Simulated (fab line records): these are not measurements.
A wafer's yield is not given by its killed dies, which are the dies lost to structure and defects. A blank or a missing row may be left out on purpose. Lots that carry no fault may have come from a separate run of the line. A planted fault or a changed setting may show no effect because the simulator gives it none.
One fault through the eyes of 2 desks / flow sky130 / only its own numbers are on each desk; what lay behind them is given at the end

## METROLOGY DESK
Lot by lot, what the gauges showed, no matter which tool ran the lot: averages of those sampled wafers that carry a number. The brackets show how far a lot's mean lies from the usual mean; more than 4 standard deviations puts the lot out of limits, marked OUT.
Columns: A = METAL1_ALCU_RS at SKY_METAL1_RS_MEAS_05, usual 0.1267 ohm/sq
lot=L933; first seen here=day 31 14:05; A=0.1269
lot=L934; first seen here=day 31 14:06; A=0.1264
lot=L935; first seen here=day 32 00:32; A=0.1263
lot=L938; first seen here=day 32 21:41; A=0.1266
lot=L940; first seen here=day 34 05:25; A=0.1247
lot=L944; first seen here=day 35 01:12; A=0.1265
lot=L945; first seen here=day 36 06:17; A=0.1264
lot=L947; first seen here=day 36 09:17; A=0.1270
lot=L948; first seen here=day 36 19:29; A=0.1248
lot=L953; first seen here=day 37 13:28; A=0.1266
lot=L954; first seen here=day 37 23:44; A=0.1266
lot=L955; first seen here=day 38 10:09; A=0.1263
This desk's verdict: no lot among the 12 shows anything out of limits.

## THE TOOL OWNER'S DESK: litho_track-01
The tool's own readings at SKY_METAL1_SOFTBAKE_11 (time 90 s): means of the sampled wafers that have a number, for each lot that ran on this tool. The brackets show how far a lot's mean lies from the usual mean; more than 4 standard deviations puts the lot out of limits, marked OUT.
Columns: A = heater_power_total_W at SKY_METAL1_SOFTBAKE_11, usual 57.35 W; B = plate_temp_C at SKY_METAL1_SOFTBAKE_11, usual 100.00 C; C = resist_line_temp_C at SKY_METAL1_SOFTBAKE_11, usual 23.00 C
lot=L934; first seen here=day 32 03:00; A=57.31; B=99.99; C=23.01
lot=L935; first seen here=day 32 14:00; A=57.38; B=99.98; C=22.97
lot=L945; first seen here=day 36 19:00; A=56.75 (-5.0) OUT; B=99.38 (-4.5) OUT; C=23.02
lot=L947; first seen here=day 36 21:00; A=56.76 (-4.9) OUT; B=99.17 (-5.9) OUT; C=22.92
This desk finds L945, L947 out of limits, L945 being first, at day 36 19:00 (heater_power_total_W at SKY_METAL1_SOFTBAKE_11). L934, L935 stayed within limits.

## PUT TOGETHER
The tool owner's desk had the chance to raise an alarm at day 36 19:00 on L945, L947.
From the metrology desk's view, nothing was out of limits.
The metrology desk has L945, L947 on record, within its limits.
The lots listed all ran SKY_METAL1_SOFTBAKE_11 on litho_track-01.

## WHAT THE SIMULATOR PUT IN
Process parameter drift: litho_track-01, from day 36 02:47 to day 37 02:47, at SKY_METAL1_SOFTBAKE_11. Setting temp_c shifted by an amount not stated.
Shown lots that were struck: L945, L947.
Each desk's first reading out of limits, in hours after the fault started: the tool owner's desk, 16.
